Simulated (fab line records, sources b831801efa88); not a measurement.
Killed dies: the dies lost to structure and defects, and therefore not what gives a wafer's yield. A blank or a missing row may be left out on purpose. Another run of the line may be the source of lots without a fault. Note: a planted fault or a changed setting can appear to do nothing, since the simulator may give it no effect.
Chamber matching | flow sky130 | 4 sister chambers for SKY_FIELD_ISO_CMP_27 on cmp-01
The step polishes, stops on Si3N4, t overpolish 16.65 s, target thk 457.8 nm. 8 wafers are shown with their chamber, then 7 later ones without.

EACH WAFER AND ITS CHAMBER
wafer  | chamber | motorCurrentA (A) | timeToEndpointS (s)
L523.6 | 3       | 10.4              | 111
L525.2 | 1       | 9.6               | 110
L525.5 | 1       | 10.5              | 112
L531.1 | 2       | 9.5               | 113
L531.2 | 3       | 10.2              | 110
L531.4 | 0       | 12.8              | 113
L538.1 | 2       | 9.4               | 123
L538.3 | 0       | 13.7              | 115

WAFERS MISSING THEIR CHAMBER
wafer  | motorCurrentA (A) | timeToEndpointS (s)
L538.5 | 10.4              | 117
L539.3 | 10.3              | 112
L539.5 | 10.0              | 116
L539.6 | 10.3              | 109
L540.1 | 9.7               | 118
L540.2 | 10.3              | 114
L540.3 | 12.5              | 108

WHICH CHAMBER EACH WENT THROUGH
wafer  | from the rows above          | in truth
L538.5 | can't be placed: 3 or 1 or 2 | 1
L539.3 | can't be placed: 3 or 1      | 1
L539.5 | can't be placed: 2 or 1 or 3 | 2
L539.6 | can't be placed: 3 or 1      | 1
L540.1 | can't be placed: 2 or 1 or 3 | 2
L540.2 | can't be placed: 3 or 1 or 2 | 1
L540.3 | 0                            | 0
Correct placement for 1 of the 7. These rows do not allow placing 6 (true chamber among the candidates in 6). Wrongly placed: 0.
How it was worked out, from the rows above alone: a wafer's distance from a chamber is the root of the sum, over the readings, of the square of ((its reading less the chamber's mean) divided by the reading's scatter). If the next closest chamber is less than 2 further off than the closest, the wafer can't be placed; otherwise it belongs to the closest. A chamber's mean is the mean of its shown wafers. The scatter is the square root of a quotient: the sum, over the shown wafers, of each reading's squared deviation from its chamber's mean, divided by wafers minus chambers.
